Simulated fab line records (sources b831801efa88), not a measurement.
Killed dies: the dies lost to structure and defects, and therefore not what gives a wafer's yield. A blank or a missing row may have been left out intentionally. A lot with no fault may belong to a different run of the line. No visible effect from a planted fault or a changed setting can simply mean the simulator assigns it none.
Which of the tools did it? + flow gf180mcu + Sampling: 6 lots, 18 wafers, 2 of 602 route steps

== WHAT EACH GAUGE READ, for each wafer ==
GF_VT_IMPLANT_RS_MEAS_48: measures by four-point-probe.
| lot  | measured     | on            | LVPWELL_RS (ohm/sq)                       |
|------|--------------|---------------|-------------------------------------------|
| L675 | day 8 06:37  | film_metro-01 | 1197.8 1199.3 1194.7                      |
| L680 | day 9 18:37  | film_metro-03 | 1195.9 1194.2 1193.1                      |
| L681 | day 9 21:32  | film_metro-03 | 1200.0 1199.9 1204.0                      |
| L685 | day 11 00:58 | film_metro-04 | 1157.4 1157.6 1156.3 1156.4 1158.3 1157.3 |
| L688 | day 12 00:17 | film_metro-04 | 1194.2 1197.2 1192.6                      |
| L694 | day 13 13:34 | film_metro-01 | 1192.8 1194.0 1194.5                      |

== EACH LOT AND THE TOOL THAT RAN IT (in order: tool; ch and the chambers of the sampled wafers; start) ==
| lot  | GF_LVPWELL_IMPLANT_08          |
|------|--------------------------------|
| L675 | implanter-03 ch 0, day 4 08:53 |
| L680 | implanter-04 ch 0, day 5 14:17 |
| L681 | implanter-04 ch 0, day 5 18:23 |
| L685 | implanter-04 ch 0, day 6 18:00 |
| L688 | implanter-02 ch 0, day 7 12:37 |
| L694 | implanter-02 ch 0, day 8 18:33 |
- GF_LVPWELL_IMPLANT_08

== THE ANSWER, worked out from the rows above alone ==
Rule: what is usual is taken from the lots themselves. The widest of any qualifying gaps counts: lots, ordered by their means at a reading, are off when they make up no more than a third of the lots, leave a main group of 4 or more, and stand apart from it by 3 or more times the standard deviation of that group's means. If all means in a main group match to the digits the tables above print for the reading, that group is not used. A lot without any number at a reading at which 4 lots or more have one is off too. Any other lot the step has rows for is counted as sound.
Off: L685, seen at GF_VT_IMPLANT_RS_MEAS_48 (LVPWELL_RS). Mean 1196.3 ohm/sq and standard deviation 2.8 in the main group.
A tool fits if, at a process step before that reading, it ran every lot that is off, and no sound lot after the first of them. Those tools and the gauges at GF_VT_IMPLANT_RS_MEAS_48 are tried in the same way. One fits: GF_LVPWELL_IMPLANT_08 on implanter-04. A fault onset in the window from L681 (day 5 18:23, its last sound lot) to L685 (day 6 18:00, its first lot off) fits.

== WHAT THE SIMULATOR HAD INSERTED ==
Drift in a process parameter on implanter-04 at GF_LVPWELL_IMPLANT_08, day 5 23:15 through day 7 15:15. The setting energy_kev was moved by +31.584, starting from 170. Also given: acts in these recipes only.
Lots struck among those shown: L685. The rule given above showed the same thing.
